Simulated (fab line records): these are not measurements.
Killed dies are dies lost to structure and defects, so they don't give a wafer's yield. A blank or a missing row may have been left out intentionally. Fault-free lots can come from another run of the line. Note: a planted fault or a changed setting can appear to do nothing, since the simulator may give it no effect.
Chamber matching    flow sky130    cmp-01 running SKY_VIA1_CMP_02: 4 sister chambers
The step polishes SiO2. 16 wafers are shown with their chamber, then 8 later ones without.

WAFERS, EACH WITH ITS CHAMBER
wafer   chamber  motor current A (A)  retaining ring pressure frac
L933.1  3        10.6                 1.003
L933.2  0        12.5                 1.000
L933.5  3        10.6                 1.006
L934.2  0        12.6                 0.991
L934.3  1        10.9                 1.005
L934.5  3        10.7                 1.007
L935.2  2        11.1                 1.006
L935.4  1        11.7                 1.002
L935.6  3        10.7                 0.995
L938.2  1        11.3                 0.997
L938.4  0        13.4                 1.000
L938.5  1        11.9                 0.999
L940.1  1        11.9                 0.995
L940.3  0        12.2                 0.996
L940.4  2        11.4                 1.003
L943.1  2        11.0                 0.997

SIGNATURES (averages over the wafers above)
reading                       chamber 0  chamber 1  chamber 2  chamber 3  scatter within a chamber
motor current A               12.675     11.540     11.167     10.650     0.369
retaining ring pressure frac  0.99675    0.99960    1.00200    1.00275    0.00455
Rule: a wafer lies at a distance from a chamber equal to the root of the sum of squares, over the readings, of (its reading less the chamber's mean, divided by the reading's scatter). If the next closest chamber is less than 2 further off than the closest, the wafer can't be placed; otherwise it belongs to the closest. The scatter: take each reading less its chamber's mean, square it, sum over the shown wafers, divide by the number of wafers less the number of chambers, and take the root.

WAFERS WHOSE CHAMBER IS MISSING
wafer   motor current A (A)  retaining ring pressure frac
L943.3  11.5                 0.999
L943.5  11.1                 0.999
L944.1  10.7                 1.000
L944.4  10.0                 0.998
L944.5  12.1                 0.998
L956.1  10.7                 0.994
L956.4  11.8                 1.007
L956.6  10.9                 0.997

WHICH CHAMBER EACH ONE RAN IN
wafer   from the rows above                in truth
L943.3  can't be placed: 1 or 2            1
L943.5  can't be placed: 2 or 1 or 3       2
L944.1  can't be placed: 3 or 2 or 1       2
L944.4  can't be placed: 3 or 2            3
L944.5  can't be placed: 1 or 0 or 2       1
L956.1  can't be placed: 3 or 2 or 1       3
L956.4  can't be placed: 1 or 2 or 3 or 0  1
L956.6  can't be placed: 2 or 3 or 1       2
Placed correctly: 0 of 8. These rows do not allow placing 8 (true chamber among the candidates in 8). Wrongly placed: 0.
